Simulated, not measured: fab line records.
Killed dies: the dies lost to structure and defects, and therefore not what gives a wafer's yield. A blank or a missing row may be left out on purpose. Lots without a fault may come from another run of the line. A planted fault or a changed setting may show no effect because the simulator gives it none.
Struck lot and sound lot, side by side -- flow sfq line -- 14 steps out of a route of 325
Sound: these wafers, L771.1, L771.2, L771.3. Struck: wafer L769.1 (left out: L769.2, L769.3 of the same lot, which were not struck); the cause appears at the end.
Each step with rows lists, per side, the tool, then ch with its chambers, then its first start. Under that, the readings that differ: sound wafers -- struck wafers -- difference of the means -- sigmas: that difference in standard deviations of wafers without a fault.
alike: same words and numbers on both sides, and readings whose means sit less than 2 such deviations apart. not compared: any withheld reading, any reading some wafer has no value for, any bound like >300 that may hide the same value, and any number with overlapping values for which the record gives no deviation.
Wherever a step has rows on one side only, a row that says differs or no value, or a row with sigmas, the two part there. When numbers do not overlap yet have no deviation, they are printed without sigmas and do not part them. A reading missing from all wafers of one side parts the sides only when that side holds two or more wafers.

first, 6 steps without rows for these wafers: SFQ_TRILAYER_M4_LITHO_COAT_098 (resist thk 62 nm); SFQ_TRILAYER_M4_LITHO_COAT_093 (resist thk 600 nm); SFQ_TRILAYER_M4_LITHO_SOFTBAKE_097; SFQ_TRILAYER_M4_LITHO_EXPOSE_094 (exposes mask M4, target cd 500 nm); SFQ_TRILAYER_M4_LITHO_PEB_096 (peb time 60 s); SFQ_TRILAYER_M4_LITHO_DEVELOP_095 (time 60 s).
SFQ_M4_OVL_MEAS_926:
  sound on overlay-02 at day 60 22:20; struck on overlay-01 at day 56 09:18
  alike: M4_OVL
SFQ_TRILAYER_M4_BARC_OPEN_METAL_ETCH_123: etches BARC in O2, target depth 125 nm, time 41.7 s.
  sound on rie metal-04 ch 0,1, day 60 22:22; struck on rie metal-02 ch 0, day 56 09:20
  alike: bias w, drypump motor current A, oes product au, rf fwd power W
  not compared: rf hours counter h
SFQ_TRILAYER_M4_ETCH_METAL_ETCH_096: etches Nb in Cl2/Ar, stops on SiO2, target depth 240 nm, time 120 s.
  sound on rie metal-04 ch 0,1, day 60 22:26; struck on rie metal-02 ch 0, day 56 09:24
  alike: bias w, drypump motor current A, oes product au, rf fwd power W
  not compared: rf hours counter h
SFQ_TRILAYER_M4_STRIP_STRIP_097: strips in O2.
  sound on rie metal-04 ch 0,1, day 60 22:33; struck on rie metal-02 ch 0, day 56 09:31
  alike: drypump motor current A, oes product au
  not compared: rf hours counter h
then, 1 step without rows for these wafers: SFQ_TRILAYER_M4_STRIP_SOLV_CLEAN_098 (cleans in NMP, time 600 s).
SFQ_TRILAYER_I4_DEP_PECVD_099: deposits SiO2 from SiH4/N2O, time 111.11 s, target thk 500 nm.
  sound on pecvd-03 ch 0,1,2, day 60 23:20; struck on pecvd-02 ch 1, day 56 10:18
reading,sound,struck,difference,sigmas
throttle valve pct (%),23.7 22.8 22.1,27.3,+4.4,+4
  alike: heater power w, rf fwd power W
SFQ_TRILAYER_I4_CMP_CMP_100: polishes SiO2.
  sound on cmp-01 ch 1,2,3, day 61 01:48; struck on cmp-01 ch 2, day 56 21:27
reading,sound,struck,difference,sigmas
time to endpoint s (s),208 211 209,115,-94,-17
  alike: motor current A, slurry flow ml min
SFQ_I4_BOW_MEAS_927:
  sound on film metro-02 at day 61 04:48; struck on film metro-02 at day 56 23:57
  alike: I4_BOW

WHERE THEY PART
First at SFQ_TRILAYER_I4_DEP_PECVD_099; last, within this record, at SFQ_TRILAYER_I4_CMP_CMP_100. Later steps at which nothing parts them and some readings are alike: SFQ_I4_BOW_MEAS_927.

WHY: what had been put in by the simulator
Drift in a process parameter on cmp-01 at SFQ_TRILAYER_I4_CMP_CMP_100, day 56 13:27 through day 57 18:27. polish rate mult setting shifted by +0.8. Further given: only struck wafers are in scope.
